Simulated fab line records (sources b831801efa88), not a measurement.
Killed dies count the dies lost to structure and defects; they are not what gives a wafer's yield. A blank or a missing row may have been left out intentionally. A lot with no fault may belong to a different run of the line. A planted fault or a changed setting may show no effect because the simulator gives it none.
Which tool did it?	flow gf180mcu	72 wafers from 24 lots sampled at 6 of the route's 602 steps

## WHAT EACH GAUGE READ, for each wafer
GF_V2_CD_MEAS_14: target cd 260 nm.
lot	measured	on	cd-nm (nm)
L074	day 20 03:11	cd-sem-01	262.9 263.5 263.0
L075	day 20 14:41	cd-sem-02	261.5 261.6 261.2
L076	day 20 20:17	cd-sem-02	260.3 260.5 261.0
L077	day 21 10:02	cd-sem-01	261.9 262.5 261.7
L078	day 21 20:20	cd-sem-02	259.8 259.0 258.5
L079	day 22 03:25	cd-sem-01	260.6 261.4 260.2
L080	day 22 08:26	cd-sem-02	260.0 260.3 260.5
L081	day 22 18:46	cd-sem-02	258.8 260.7 259.9
L082	day 22 23:13	cd-sem-01	261.1 259.1 260.1
L083	day 23 16:11	cd-sem-01	258.6 257.9 259.4
L084	day 23 22:35	cd-sem-01	261.8 262.0 263.1
L085	day 24 04:37	cd-sem-02	260.0 260.5 258.9
L086	day 24 16:29	cd-sem-02	261.3 261.6 260.6
L087	day 25 06:58	cd-sem-02	259.5 259.2 258.6
L088	day 25 09:08	cd-sem-01	258.1 259.6 257.5
L089	day 25 13:22	cd-sem-02	258.3 257.5 257.8
L090	day 26 02:59	cd-sem-01	259.8 259.3 260.1
L091	day 26 08:22	cd-sem-01	260.1 259.8 259.9
L092	day 26 15:01	cd-sem-01	259.1 260.2 258.3
L093	day 26 22:23	cd-sem-01	258.8 259.4 259.6
L094	day 27 04:29	cd-sem-01	259.4 259.1 259.0
L095	day 27 11:49	cd-sem-01	259.4 260.1 260.0
L096	day 27 15:56	cd-sem-01	262.6 262.1 262.3
L097	day 27 23:35	cd-sem-02	262.4 262.4 262.6

GF_V3_RS_MEAS_24: measurement is done with a four-point probe.
lot	measured	on	V3_W_RS (ohm/sq)
L074	day 22 07:11	film-metro-01	0.328 0.329 0.329
L075	day 22 18:27	film-metro-04	0.328 0.325 0.323
L076	day 23 00:11	film-metro-02	0.334 0.324 0.331
L077	day 23 12:52	film-metro-04	0.329 0.327 0.315
L078	day 23 21:18	film-metro-02	0.326 0.332 0.333
L079	day 24 05:27	film-metro-02	0.328 0.325 0.332
L080	day 24 11:18	film-metro-02	0.323 0.332 0.320
L081	day 24 18:52	film-metro-01	0.325 0.329 0.329
L082	day 24 23:50	film-metro-02	0.325 0.329 0.327
L083	day 25 16:18	film-metro-04	0.319 0.326 0.321
L084	day 25 21:56	film-metro-04	0.329 0.331 0.329
L085	day 26 03:40	film-metro-01	0.336 0.327 0.330
L086	day 26 15:08	film-metro-04	0.332 0.323 0.331
L087	day 27 04:20	film-metro-01	0.320 0.329 0.318
L088	day 27 06:30	film-metro-04	0.323 0.325 0.321
L089	day 27 11:24	film-metro-02	0.322 0.326 0.323
L090	day 27 23:07	film-metro-04	0.334 0.330 0.331
L091	day 28 05:25	film-metro-04	0.325 0.329 0.329
L092	day 28 11:49	film-metro-02	0.322 0.328 0.321
L093	day 28 17:34	film-metro-01	0.327 0.331 0.330
L094	day 28 23:22	film-metro-02	0.335 0.322 0.326
L095	day 29 06:29	film-metro-04	0.327 0.329 0.328
L096	day 29 11:36	film-metro-02	0.326 0.335 0.327
L097	day 29 18:04	film-metro-02	0.327 0.332 0.333

## WHICH TOOL RAN EACH LOT (tool, then ch and the chambers of the sampled wafers, then the start)
lot	GF_M1_METAL_ETCH_16	GF_V2_ETCH_16	GF_V3_STRIP_18	GF_V3_SPUTTER_22
L074	rie-metal-04 ch 0,1, day 16 23:08	rie-diel-01 ch 0,3, day 20 03:19	plasma-asher-04 ch 0, day 22 06:26	pvd-sputter-03, day 22 07:01
L075	rie-metal-03 ch 0,1, day 17 11:25	rie-diel-03 ch 0,1, day 20 14:47	plasma-asher-04 ch 0,1, day 22 17:42	pvd-sputter-04, day 22 18:16
L076	rie-metal-03 ch 0,1, day 17 16:51	rie-diel-02 ch 0,1,2, day 20 20:27	plasma-asher-02 ch 0,1, day 22 23:24	pvd-sputter-04, day 23 00:02
L077	rie-metal-04 ch 0,1, day 18 05:53	rie-diel-03 ch 0,2,3, day 21 10:07	plasma-asher-04 ch 0,1, day 23 12:05	pvd-sputter-01, day 23 12:39
L078	rie-metal-03 ch 0,1, day 18 15:38	rie-diel-02 ch 0,1,3, day 21 20:28	plasma-asher-04 ch 0, day 23 20:32	pvd-sputter-03, day 23 21:08
L079	rie-metal-04 ch 0,1, day 18 23:38	rie-diel-02 ch 0,3, day 22 03:32	plasma-asher-04 ch 0,1, day 24 04:32	pvd-sputter-01, day 24 05:17
L080	rie-metal-03 ch 0,1, day 19 04:38	rie-diel-03 ch 0,3, day 22 08:32	plasma-asher-03 ch 0,1, day 24 10:12	pvd-sputter-04, day 24 11:07
L081	rie-metal-04 ch 0,1, day 19 15:40	rie-diel-01 ch 1,3, day 22 18:54	plasma-asher-03 ch 0,1, day 24 18:05	pvd-sputter-01, day 24 18:42
L082	rie-metal-02 ch 0, day 19 20:32	rie-diel-01 ch 0,1,3, day 22 23:21	plasma-asher-02 ch 0, day 24 23:04	pvd-sputter-03, day 24 23:40
L083	rie-metal-03 ch 0, day 20 12:32	rie-diel-03 ch 1,2,3, day 23 16:21	plasma-asher-02 ch 0,1, day 25 15:33	pvd-sputter-03, day 25 16:09
L084	rie-metal-04 ch 0,1, day 20 19:22	rie-diel-03 ch 2,3, day 23 22:41	plasma-asher-04 ch 0,1, day 25 21:10	pvd-sputter-03, day 25 21:45
L085	rie-metal-04 ch 1, day 21 03:41	rie-diel-03 ch 1,3, day 24 04:45	plasma-asher-03 ch 0,1, day 26 02:52	pvd-sputter-01, day 26 03:29
L086	rie-metal-02 ch 1, day 21 15:23	rie-diel-03 ch 0,2,3, day 24 16:37	plasma-asher-03 ch 0, day 26 14:21	pvd-sputter-04, day 26 14:58
L087	rie-metal-03 ch 0,1, day 22 07:10	rie-diel-01 ch 1,3, day 25 07:07	plasma-asher-02 ch 0,1, day 27 03:33	pvd-sputter-01, day 27 04:11
L088	rie-metal-04 ch 1, day 22 09:40	rie-diel-01 ch 0,2, day 25 09:16	plasma-asher-04 ch 0,1, day 27 05:44	pvd-sputter-03, day 27 06:20
L089	rie-metal-03 ch 0,1, day 22 14:14	rie-diel-02 ch 1,2,3, day 25 13:29	plasma-asher-02 ch 0,1, day 27 10:38	pvd-sputter-01, day 27 11:14
L090	rie-metal-02 ch 0,1, day 23 05:52	rie-diel-01 ch 0,2, day 26 03:08	plasma-asher-03 ch 0,1, day 27 22:22	pvd-sputter-03, day 27 22:58
L091	rie-metal-04 ch 0,1, day 23 11:23	rie-diel-02 ch 1,2,3, day 26 08:30	plasma-asher-04 ch 1, day 28 04:39	pvd-sputter-04, day 28 05:15
L092	rie-metal-04 ch 0,1, day 23 17:07	rie-diel-01 ch 0,1, day 26 15:10	plasma-asher-02 ch 0,1, day 28 11:04	pvd-sputter-01, day 28 11:40
L093	rie-metal-03 ch 0,1, day 24 01:52	rie-diel-02 ch 0,1,2, day 26 22:30	plasma-asher-03 ch 0,1, day 28 16:49	pvd-sputter-04, day 28 17:23
L094	rie-metal-02 ch 1, day 24 07:26	rie-diel-02 ch 0,1, day 27 04:39	plasma-asher-02 ch 0,1, day 28 22:38	pvd-sputter-04, day 28 23:13
L095	rie-metal-03 ch 0,1, day 24 17:26	rie-diel-03 ch 0,2, day 27 11:56	plasma-asher-04 ch 0,1, day 29 05:44	pvd-sputter-03, day 29 06:19
L096	rie-metal-04 ch 0,1, day 24 21:20	rie-diel-02 ch 0,2,3, day 27 16:04	plasma-asher-03 ch 0,1, day 29 10:50	pvd-sputter-04, day 29 11:26
L097	rie-metal-02 ch 0,1, day 25 05:16	rie-diel-02 ch 1,2, day 27 23:40	plasma-asher-04 ch 0,1, day 29 17:17	pvd-sputter-04, day 29 17:51
- GF_M1_METAL_ETCH_16: etches the open film in Cl2/BCl3, stops on SiO2, target depth 627.5 nm, time 104.6 s.
- GF_V2_ETCH_16: etches BARC in N2/H2.
- GF_V3_STRIP_18: strips in O2/N2.
- GF_V3_SPUTTER_22: material TiN, target thk 10 nm, time 40 s.

## AS READ BY THE TOOLS THEMSELVES (means over the sampled wafers that have a number; for cases with no such wafer, the mark the record gives instead)
GF_M1_METAL_ETCH_16.
lot	tool	drypump-motor-current-A (A)	oes-product-au (a.u.)	throttle-valve-pct (%)
L074	rie-metal-04	5.3	0.976	28.238
L075	rie-metal-03	6.5	0.971	28.246
L076	rie-metal-03	6.6	0.975	28.243
L077	rie-metal-04	5.9	0.963	28.264
L078	rie-metal-03	6.6	0.983	28.242
L079	rie-metal-04	5.9	0.969	28.253
L080	rie-metal-03	6.5	0.972	28.241
L081	rie-metal-04	5.8	0.968	28.249
L082	rie-metal-02	5.4	0.967	28.253
L083	rie-metal-03	6.4	0.975	28.240
L084	rie-metal-04	5.3	0.976	28.244
L085	rie-metal-04	4.7	0.971	28.253
L086	rie-metal-02	5.6	0.971	28.242
L087	rie-metal-03	6.6	0.969	28.255
L088	rie-metal-04	4.7	0.977	28.243
L089	rie-metal-03	6.6	0.967	28.275
L090	rie-metal-02	5.5	0.973	28.247
L091	rie-metal-04	5.8	0.969	28.256
L092	rie-metal-04	5.3	0.973	28.240
L093	rie-metal-03	6.5	0.975	28.241
L094	rie-metal-02	5.6	0.973	28.267
L095	rie-metal-03	6.5	0.967	28.258
L096	rie-metal-04	5.9	0.967	28.256
L097	rie-metal-02	5.6	0.973	28.243

GF_V2_ETCH_16.
lot	tool	drypump-motor-current-A (A)	oes-product-au (a.u.)	throttle-valve-pct (%)
L074	rie-diel-01	5.7	0.850	13.221
L075	rie-diel-03	5.6	0.856	13.227
L076	rie-diel-02	5.9	0.850	13.223
L077	rie-diel-03	6.0	0.854	13.225
L078	rie-diel-02	5.8	0.859	13.223
L079	rie-diel-02	5.7	0.859	13.224
L080	rie-diel-03	5.8	0.855	13.222
L081	rie-diel-01	6.0	0.850	13.217
L082	rie-diel-01	6.1	0.852	13.226
L083	rie-diel-03	6.1	0.852	13.221
L084	rie-diel-03	6.2	0.855	13.227
L085	rie-diel-03	6.0	0.852	13.225
L086	rie-diel-03	6.0	0.856	13.231
L087	rie-diel-01	6.0	0.856	13.234
L088	rie-diel-01	6.1	0.851	13.228
L089	rie-diel-02	6.0	0.850	13.227
L090	rie-diel-01	6.1	0.853	13.223
L091	rie-diel-02	6.0	0.852	13.218
L092	rie-diel-01	6.4	0.858	13.226
L093	rie-diel-02	5.9	0.850	13.226
L094	rie-diel-02	5.8	0.860	13.225
L095	rie-diel-03	5.7	0.853	13.220
L096	rie-diel-02	5.9	0.857	13.227
L097	rie-diel-02	6.0	0.858	13.225

GF_V3_STRIP_18.
lot	tool	drypump-motor-current-A (A)	heater-power-w (W)	oes-product-au (a.u.)	platen-temp-c (C)
L074	plasma-asher-04	5.9	326	0.592	250.06
L075	plasma-asher-04	6.0	331	0.587	250.17
L076	plasma-asher-02	5.5	327	0.594	249.80
L077	plasma-asher-04	6.0	340	0.589	249.87
L078	plasma-asher-04	5.9	319	0.598	249.67
L079	plasma-asher-04	6.0	336	0.597	250.02
L080	plasma-asher-03	5.3	324	0.596	249.93
L081	plasma-asher-03	5.2	320	0.592	250.01
L082	plasma-asher-02	6.0	338	0.594	249.93
L083	plasma-asher-02	5.5	333	0.588	250.03
L084	plasma-asher-04	6.0	330	0.590	249.98
L085	plasma-asher-03	5.2	318	0.591	250.08
L086	plasma-asher-03	6.1	369	0.591	249.95
L087	plasma-asher-02	5.4	328	0.594	250.30
L088	plasma-asher-04	6.0	339	0.592	250.21
L089	plasma-asher-02	5.7	335	0.595	249.91
L090	plasma-asher-03	5.7	347	0.597	250.25
L091	plasma-asher-04	6.1	344	0.595	250.10
L092	plasma-asher-02	5.7	332	0.583	249.91
L093	plasma-asher-03	5.7	349	0.598	249.98
L094	plasma-asher-02	5.5	330	0.594	249.96
L095	plasma-asher-04	6.0	331	0.597	249.92
L096	plasma-asher-03	5.7	346	0.595	249.96
L097	plasma-asher-04	6.0	340	0.595	249.89

GF_V3_SPUTTER_22.
lot	tool	cathode-dc-power-W (W)	throttle-valve-pct (%)
L074	pvd-sputter-03	4000.3	30.2
L075	pvd-sputter-04	3999.2	30.8
L076	pvd-sputter-04	4000.6	30.8
L077	pvd-sputter-01	4000.0	30.4
L078	pvd-sputter-03	3999.8	30.3
L079	pvd-sputter-01	4000.5	30.0
L080	pvd-sputter-04	4000.4	29.7
L081	pvd-sputter-01	4000.4	30.3
L082	pvd-sputter-03	4000.0	31.0
L083	pvd-sputter-03	4000.2	31.2
L084	pvd-sputter-03	4000.4	30.1
L085	pvd-sputter-01	3999.5	30.6
L086	pvd-sputter-04	3999.6	29.9
L087	pvd-sputter-01	4000.8	30.2
L088	pvd-sputter-03	3999.5	30.8
L089	pvd-sputter-01	4000.1	30.4
L090	pvd-sputter-03	3999.2	31.3
L091	pvd-sputter-04	4000.0	29.9
L092	pvd-sputter-01	4000.0	29.9
L093	pvd-sputter-04	4000.0	29.7
L094	pvd-sputter-04	4000.3	29.9
L095	pvd-sputter-03	3999.6	30.6
L096	pvd-sputter-04	4000.1	31.1
L097	pvd-sputter-04	4000.2	30.3

## THE ANSWER, worked out from the rows above alone
Rule: the lots themselves supply what counts as usual. The widest of any qualifying gaps counts: lots, ordered by their means at a reading, are off when they make up no more than a third of the lots, leave a main group of 4 or more, and stand apart from it by 3 or more times the standard deviation of that group's means. The tables above print the reading to a certain number of digits; a main group whose means all agree to those digits is not used. A lot without any number at a reading at which 4 lots or more have one is off too. The other lots that the step has rows for count as sound. First the gauges in route order, then the tools' own readings, where a lot's mean is used as printed above. At the first step where some lot is off, the reading lying furthest off is the one used; lots without a number count as furthest.
No lot is off at any reading shown: from this, nothing can be told.

## WHAT THE SIMULATOR PUT IN
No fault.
